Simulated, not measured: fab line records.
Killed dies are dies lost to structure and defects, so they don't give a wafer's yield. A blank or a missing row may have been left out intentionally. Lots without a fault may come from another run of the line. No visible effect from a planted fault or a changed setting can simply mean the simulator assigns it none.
2 desks looking at one fault    flow sky130    each desk has only its own numbers; what lay behind them comes last

== METROLOGY DESK ==
Lot by lot, what the gauges showed, no matter which tool ran the lot: averages of those sampled wafers that carry a number. A lot is out of limits, marked OUT, if its mean lies more than 4 standard deviations from the usual mean; the brackets give that distance.
Columns: A = RES_XHIGH_TW at SKY_RES_XHIGH_TW_MEAS_09, usual 1631; B = SD_N_TW at SKY_SD_N_TW_MEAS_12, usual 3954; C = CAPM_TIN_RS at SKY_CAPM_RS_MEAS_03, usual 6.94 ohm/sq; D = CAPM_TIN_THK at SKY_CAPM_THK_MEAS_04, usual 200.2 nm
lot   first seen here  A     B     C                D
L417  day 27 11:02     1628  3933  6.87             201.6
L418  day 28 10:46     1646  3925  7.01             198.1
L420  day 28 13:16     1639  3919  6.93             200.8
L421  day 29 05:31     1652  3967  6.84             203.1
L424  day 29 15:53     1620  3977  6.92             201.1
L428  day 30 18:04     1635  3960  6.92             200.1
L436  day 33 07:31     1628  3936  6.15 (-9.5) OUT  229.3 (+12) OUT
L437  day 33 10:16     1648  3962  6.13 (-9.8) OUT  227.3 (+11) OUT
L439  day 33 17:11     1621  3973  6.96             200.1
L440  day 34 01:16     1629  4000  6.99             199.1
This desk reports L436, L437 out of limits; the earliest was L436 at day 42 07:08 (CAPM_TIN_RS at SKY_CAPM_RS_MEAS_03). Within limits: L417, L418, L420, L421, L424, L428, L439, L440.

== DESK OF THE TOOL OWNER: pvd_sputter-01 ==
The tool's own readings at SKY_CAPM_SPUTTER_02 (material TiN, target thk 200 nm, time 166.7 s): means of the sampled wafers that have a number, for each lot that ran on this tool. A lot is out of limits, marked OUT, if its mean lies more than 4 standard deviations from the usual mean; the brackets give that distance.
Columns: A = chamber_pressure_pa at SKY_CAPM_SPUTTER_02, usual 0.4001 Pa; B = throttle_valve_pct at SKY_CAPM_SPUTTER_02, usual 29.5 %
lot   first seen here  A       B
L417  day 37 00:41     0.4000  30.8
L421  day 38 16:54     0.3999  30.6
L428  day 40 00:16     0.3998  29.7
L436  day 42 06:59     0.3995  29.9
L437  day 42 08:11     0.4002  31.2
This desk's finding: nothing out of limits on any of the 5 lots.

== TAKEN TOGETHER ==
At day 42 07:08 the metrology desk could have sounded an alarm, on L436, L437.
The tool owner's desk saw nothing out of limits.
The tool owner's desk has L436, L437 on record, within its limits.
On pvd_sputter-01, each named lot ran SKY_CAPM_SPUTTER_02.

== WHAT WAS PUT IN BY THE SIMULATOR ==
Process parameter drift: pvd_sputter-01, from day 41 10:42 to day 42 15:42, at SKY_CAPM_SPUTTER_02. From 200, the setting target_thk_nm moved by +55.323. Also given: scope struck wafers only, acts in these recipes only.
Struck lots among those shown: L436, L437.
Per desk, hours elapsed from the start of the fault to the first reading out of limits: for the metrology desk, 20.
